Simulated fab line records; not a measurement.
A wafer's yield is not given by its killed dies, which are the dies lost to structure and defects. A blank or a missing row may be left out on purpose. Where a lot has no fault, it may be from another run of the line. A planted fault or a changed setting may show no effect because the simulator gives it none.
The tool behind it: which one? | flow gf180mcu | 14 lots with 42 wafers sampled at 5 steps, on a route of 602 steps

WHAT THE GAUGES READ, wafer by wafer
GF_CONTACT_BOW_MEAS_05. Usual: CONTACT_BOW 65 um, standard deviation 7.1.
lot  | measured     | on            | CONTACT_BOW (um) | flag
L116 | day 15 23:13 | film metro-04 | 61 67 59         |
L117 | day 15 23:29 | film metro-01 | 69 62 58         |
L120 | day 17 03:06 | film metro-04 | 79 69 64         |
L121 | day 17 16:14 | film metro-04 | 54 68 68         |
L124 | day 18 11:19 | film metro-03 | 67 59 74         |
L123 | day 18 15:08 | film metro-03 | 59 68 67         |
L127 | day 19 10:08 | film metro-01 | 71 52 61         |
L130 | day 20 11:02 | film metro-01 | 65 59 61         |
L133 | day 21 12:43 | film metro-03 | 36 57 42         |
L134 | day 21 17:37 | film metro-03 | 70 35 37         |
L135 | day 22 02:51 | film metro-03 | 69 63 68         |
L136 | day 22 09:20 | film metro-01 | 79 62 64         |
L137 | day 22 18:43 | film metro-03 | 67 59 51         |
L138 | day 23 06:52 | film metro-01 | 54 68 67         |

GF_V1_THK_MEAS_25: measures by xrf. Usual: V1_W_THK 349 nm, standard deviation 6.1.
lot  | measured     | on            | V1_W_THK (nm) | flag
L116 | day 18 23:34 | film metro-02 | 350 359 353   |
L117 | day 19 00:23 | film metro-04 | 339 334 346   |
L120 | day 20 06:43 | film metro-02 | 349 337 337   |
L121 | day 20 20:07 | film metro-01 | 352 351 352   |
L124 | day 21 15:19 | film metro-02 | 356 355 347   |
L123 | day 21 18:59 | film metro-01 | 355 343 354   |
L127 | day 22 13:07 | film metro-01 | 361 366 363   |
L130 | day 23 12:30 | film metro-02 | 352 341 347   |
L135 | day 25 01:40 | film metro-04 | 354 349 343   |
L136 | day 25 08:56 | film metro-02 | 359 351 359   |
L137 | day 25 16:22 | film metro-01 | 351 348 347   |
L138 | day 26 04:27 | film metro-01 | 355 355 357   |

GF_M2_CD_MEAS_14: the cd target is 280 nm. Usual: cd nm reads 279.9 nm (standard deviation 1).
lot  | measured     | on        | cd nm (nm)        | flag
L116 | day 20 00:16 | cd sem-02 | 280.3 279.9 280.2 |
L117 | day 20 01:44 | cd sem-02 | 281.8 279.9 279.9 |
L120 | day 21 07:11 | cd sem-02 | 279.0 278.0 279.3 |
L121 | day 21 19:44 | cd sem-01 | 278.8 279.2 278.3 |
L124 | day 22 14:46 | cd sem-01 | 280.6 280.4 281.2 |
L123 | day 22 18:41 | cd sem-02 | 279.9 280.2 279.7 |
L127 | day 23 12:43 | cd sem-01 | 278.6 278.5 279.3 |
L130 | day 24 10:33 | cd sem-01 | 280.3 280.5 279.2 |
L135 | day 25 23:40 | cd sem-02 | 279.5 280.0 280.0 |
L136 | day 26 06:49 | cd sem-01 | 277.9 278.1 278.4 |
L137 | day 26 13:10 | cd sem-01 | 280.7 280.5 280.1 |
L138 | day 27 01:35 | cd sem-01 | 282.1 281.2 281.7 |

GF_V2_RS_MEAS_24: the measuring method here is four-point-probe. Usual: V2_W_RS 0.329 ohm/sq, standard deviation 0.0061.
lot  | measured     | on            | V2_W_RS (ohm/sq)  | flag
L116 | day 21 02:38 | film metro-04 | 0.322 0.335 0.339 |
L117 | day 21 04:14 | film metro-03 | 0.324 0.331 0.326 |
L120 | day 22 08:14 | film metro-01 | 0.322 0.333 0.334 |
L121 | day 22 21:40 | film metro-01 | 0.330 0.326 0.325 |
L124 | day 23 15:48 | film metro-03 | 0.326 0.329 0.325 |
L123 | day 23 19:17 | film metro-04 | 0.329 0.322 0.321 |
L127 | day 24 13:45 | film metro-04 | 0.323 0.323 0.324 |
L130 | day 25 10:56 | film metro-03 | 0.327 0.335 0.324 |
L135 | day 26 22:57 | film metro-01 | 0.325 0.337 0.322 |
L136 | day 27 06:04 | film metro-04 | 0.325 0.337 0.325 |
L137 | day 27 12:11 | film metro-04 | 0.337 0.327 0.337 |
L138 | day 28 00:34 | film metro-04 | 0.329 0.334 0.331 |

WHICH TOOL RAN EACH LOT (tool, then ch and the chambers of the sampled wafers, then the start)
lot  | GF_CONTACT_CVD_02
L116 | pecvd-04 ch 1,2, day 15 22:45
L117 | pecvd-01 ch 0,1, day 15 23:02
L120 | pecvd-03 ch 0,1, day 17 02:39
L121 | pecvd-01 ch 0,1, day 17 15:47
L124 | pecvd-03 ch 0,1,2, day 18 10:53
L123 | pecvd-04 ch 1,2, day 18 14:41
L127 | pecvd-03 ch 0,1,2, day 19 09:43
L130 | pecvd-03 ch 0,1,2, day 20 10:37
L133 | pecvd-04 ch 1,2, day 21 12:15
L134 | pecvd-03 ch 0,2, day 21 17:09
L135 | pecvd-01 ch 0,1,2, day 22 02:25
L136 | pecvd-01 ch 1,2, day 22 08:52
L137 | pecvd-01 ch 1,2, day 22 18:17
L138 | pecvd-04 ch 0,2, day 23 06:26
- GF_CONTACT_CVD_02: deposits SiO2 from TEOS, target thk 860 nm, time 95.992 s.

WHAT THE TOOLS THEMSELVES READ (means of the sampled wafers that have a number; where no wafer has one, the mark that the record gives instead)
GF_CONTACT_CVD_02. Usual: heater power outer w 361 W, standard deviation 62; heater power w 633 W, standard deviation 100.
lot  | tool     | heater power outer w (W) | heater power w (W) | flag
L116 | pecvd-04 | 386                      | 693                |
L117 | pecvd-01 | 347                      | 638                |
L120 | pecvd-03 | 411                      | 697                |
L121 | pecvd-01 | 349                      | 597                |
L124 | pecvd-03 | 358                      | 608                |
L123 | pecvd-04 | 367                      | 666                |
L127 | pecvd-03 | 333                      | 575                |
L130 | pecvd-03 | 360                      | 615                |
L133 | pecvd-04 | -                        | -                  | OFF
L134 | pecvd-03 | -                        | -                  | OFF
L135 | pecvd-01 | 366                      | 650                |
L136 | pecvd-01 | 339                      | 588                |
L137 | pecvd-01 | 373                      | 651                |
L138 | pecvd-04 | 412                      | 715                |

THE ANSWER, worked out from the rows above alone
Rule: a lot is off if the mean of its wafers that have a number lies more than 3 standard deviations from the usual mean. Also off: a lot with no number at a reading for which 4 or more lots have one. The other lots that the step has rows for count as sound. After the gauges, taken in route order, come the tools' own readings; for these a lot's mean is taken, as printed above. At the first step where some lot is off, the reading lying furthest off is the one used; lots without a number count as furthest.
Off: L133, L134, at GF_CONTACT_CVD_02 (heater power outer w). Without a number there: L133, L134.
A tool fits if, at that step or a process step before it, it ran every lot that is off, and no sound lot after the first of them. Not one of the candidates tried fits.

WHAT THE SIMULATOR HAD INSERTED
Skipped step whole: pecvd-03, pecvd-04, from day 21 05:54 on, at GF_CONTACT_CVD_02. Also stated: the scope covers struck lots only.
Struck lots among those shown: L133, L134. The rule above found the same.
